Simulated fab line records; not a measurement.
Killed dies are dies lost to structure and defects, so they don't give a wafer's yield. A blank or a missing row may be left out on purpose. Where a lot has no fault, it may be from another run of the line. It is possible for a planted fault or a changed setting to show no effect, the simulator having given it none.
A lot that was struck, set against a sound lot / flow gf180mcu / 28 out of 602 route steps
Sound: these wafers, L677.2, L677.5, L677.6. Struck: wafers L691.1, L691.5, L691.6. The cause is named last.
At each step with rows: each side's tool, then ch and its chambers, then its first start. Under that, the readings that differ: sound wafers / struck wafers / difference of the means / sigmas: that difference in standard deviations of wafers without a fault.
alike: a reading whose means differ by less than 2 such deviations, as well as words and numbers matching on both sides. not compared: withheld readings; readings where some wafer has no value; bounds like >300 that might hide an equal value; numbers whose values overlap and for which the record gives no deviation.
Wherever a step has rows on one side only, a row that says differs or no value, or a row with sigmas, the two part there. Numbers that have no deviation but don't overlap get no sigmas and don't part them. A reading that every wafer of one side lacks parts them only if that side has two wafers or more.

first, 1 step without rows for these wafers: GF_VT_IMPLANT_IMPLANT_41.
GF_VT_IMPLANT_STRIP_42: strips in O2/N2.
  sound on plasmaAsher-04 ch 0,1, day 9 09:58; struck on plasmaAsher-01 ch 0,1, day 13 08:55
reading=heaterPowerW (W); sound=298 290 311; struck=337 348 340; difference=+42; sigmas=+2
  alike: drypumpMotorCurrentA, n2FlowSccm, oesProductAu, stripTimeToEndpointS
  not compared: rfHoursCounterH
GF_VT_IMPLANT_TW_MEAS_43:
  sound on filmMetro-01, day 9 10:04; struck on filmMetro-04, day 13 09:01
reading=VT_IMPLANT_4_TW; sound=683 686 683; struck=697 700 698; difference=+14; sigmas=+3
then, 1 step without rows for these wafers: GF_VT_IMPLANT_CLEAN_44 (cleans in SC1/SC2, time 150 s).
GF_VT_IMPLANT_RTA_45: time 30 s.
  sound on rtpAnneal-01 ch 0, day 9 10:11; struck on rtpAnneal-01 ch 0, day 13 09:08
  alike: lampPowerPct, wafer_temp_C_max
GF_VT_IMPLANT_RS_MEAS_46: the measuring method here is four-point-probe.
  sound on filmMetro-04, day 9 10:17; struck on filmMetro-04, day 13 09:14
  alike: MVSD_RS
GF_VT_IMPLANT_RS_MEAS_47: the measuring method here is four-point-probe.
  sound on filmMetro-04, day 9 10:25; struck on filmMetro-04, day 13 09:21
  alike: NWELL_RS
GF_VT_IMPLANT_RS_MEAS_48: the measuring method here is four-point-probe.
  sound on filmMetro-04, day 9 10:32; struck on filmMetro-04, day 13 09:28
  alike: LVPWELL_RS
GF_VT_IMPLANT_RS_MEAS_49: the measuring method here is four-point-probe.
  sound on filmMetro-04, day 9 10:39; struck on filmMetro-04, day 13 09:35
  alike: MVPSD_RS
then, 3 steps without rows for these wafers: GF_VT_IMPLANT_WET_ETCH_50 (etches SiO2 in dHF, target depth 20 nm, time 400 s); GF_DUAL_GATE_CLEAN_00 (cleans in SC1/SC2, time 150 s); GF_DUAL_GATE_CLEAN_01 (cleans in dHF, time 20 s).
GF_DUAL_GATE_OXIDATION_02: stabilise 600 s, purge 300 s, target thk 10.887 nm.
  sound on furnace-01 ch 0, day 9 12:13; struck on furnace-01 ch 0, day 13 10:47
reading=spikeTcBottomC (C); sound=919.0 916.7 918.7; struck=902.5 902.3 905.0; difference=-14.9; sigmas=-6
reading=spikeTcCentreC (C); sound=901.8 900.2 902.1; struck=884.9 887.4 884.8; difference=-15.7; sigmas=-16
reading=spikeTcLowerC (C); sound=901.1 900.7 902.8; struck=885.8 885.9 886.1; difference=-15.6; sigmas=-14
reading=spikeTcTopC (C); sound=912.3 911.7 910.9; struck=895.7 896.3 895.6; difference=-15.8; sigmas=-10
reading=spikeTcUpperC (C); sound=898.5 898.0 899.2; struck=886.8 882.7 884.5; difference=-13.9; sigmas=-13
reading=tubeCenterTempC (C); sound=900.04 900.05 900.1; struck=884.54 884.61 884.67; difference=-15.46; sigmas=-99 or more
reading=tube_center_temp_C_max; sound=902.7 902.9 902.9; struck=886.8 888.0 887.2; difference=-15.5; sigmas=-39
reading=model.SiO2_of_DUAL_GATE_OXIDATION_02.thkNm (nm); sound=10.8 10.91 10.67; struck=9.123 8.881 8.995; difference=-1.794; sigmas=
GF_DUAL_GATE_THK_MEAS_03:
  sound on filmMetro-01, day 9 13:40; struck on filmMetro-01, day 13 12:14
reading=DUAL_GATE_OXIDATION_00_THK (nm); sound=10.86 10.93 10.66; struck=9.17 8.92 8.97; difference=-1.80; sigmas=-9
then, 7 steps without rows for these wafers: GF_DUAL_GATE_DEHYDRATE_04 (time 60 s); GF_DUAL_GATE_HMDS_05 (prime time 60 s); GF_DUAL_GATE_COAT_06 (resist thk 1000 nm); GF_DUAL_GATE_SOFTBAKE_07 (time 60 s); GF_DUAL_GATE_EXPOSE_08 (exposes mask Dualgate, target cd 700 nm); GF_DUAL_GATE_PEB_09; GF_DUAL_GATE_DEVELOP_10 (develop time 60 s).
GF_DUAL_GATE_OVL_MEAS_11:
  sound on overlay-02, day 10 07:22; struck on overlay-02, day 14 09:16
  alike: DUAL_GATE_OVL
then, 1 step without rows for these wafers: GF_DUAL_GATE_WET_ETCH_12 (etches SiO2 in dHF, target depth 13 nm, time 260 s).
GF_DUAL_GATE_STRIP_13: strips in O2/N2.
  sound on plasmaAsher-01 ch 0,1, day 10 07:29; struck on plasmaAsher-01 ch 0,1, day 14 09:23
reading=stripTimeToEndpointS (s); sound=12.62 12.58 12.61; struck=12.55 12.51 12.49; difference=-0.09; sigmas=-2
  alike: drypumpMotorCurrentA, heaterPowerW, n2FlowSccm, oesProductAu
  not compared: rfHoursCounterH
then, 1 step without rows for these wafers: GF_DUAL_GATE_CLEAN_14 (cleans in SC1/SC2, time 150 s).
GF_DUAL_GATE_OXIDATION_15: stabilise 600 s, purge 300 s, target thk 7.098 nm.
  sound on furnace-01 ch 0, day 10 07:57; struck on furnace-01 ch 0, day 14 09:56
reading=model.SiO2_of_DUAL_GATE_OXIDATION_02.thkNm (nm); sound=14.48 14.59 14.4; struck=13.05 12.83 12.92; difference=-1.56; sigmas=
  alike: oxTempC, spikeTcBottomC, spikeTcCentreC, spikeTcLowerC, spikeTcTopC, spikeTcUpperC, tubeCenterTempC, tube_center_temp_C_max
then, 1 step without rows for these wafers: GF_POLY_GATE_CVD_00 (deposits poly-Si, target thk 200 nm, time 1200 s).
GF_PASSIVATION_PROBE_99:
  sound wafers here have rows in the record (prober-01, day 31 04:07); struck ones have none

## WHERE THEY PART
Last at GF_PASSIVATION_PROBE_99 as far as this record goes, first at GF_VT_IMPLANT_STRIP_42.

WHY: what the simulator had put in
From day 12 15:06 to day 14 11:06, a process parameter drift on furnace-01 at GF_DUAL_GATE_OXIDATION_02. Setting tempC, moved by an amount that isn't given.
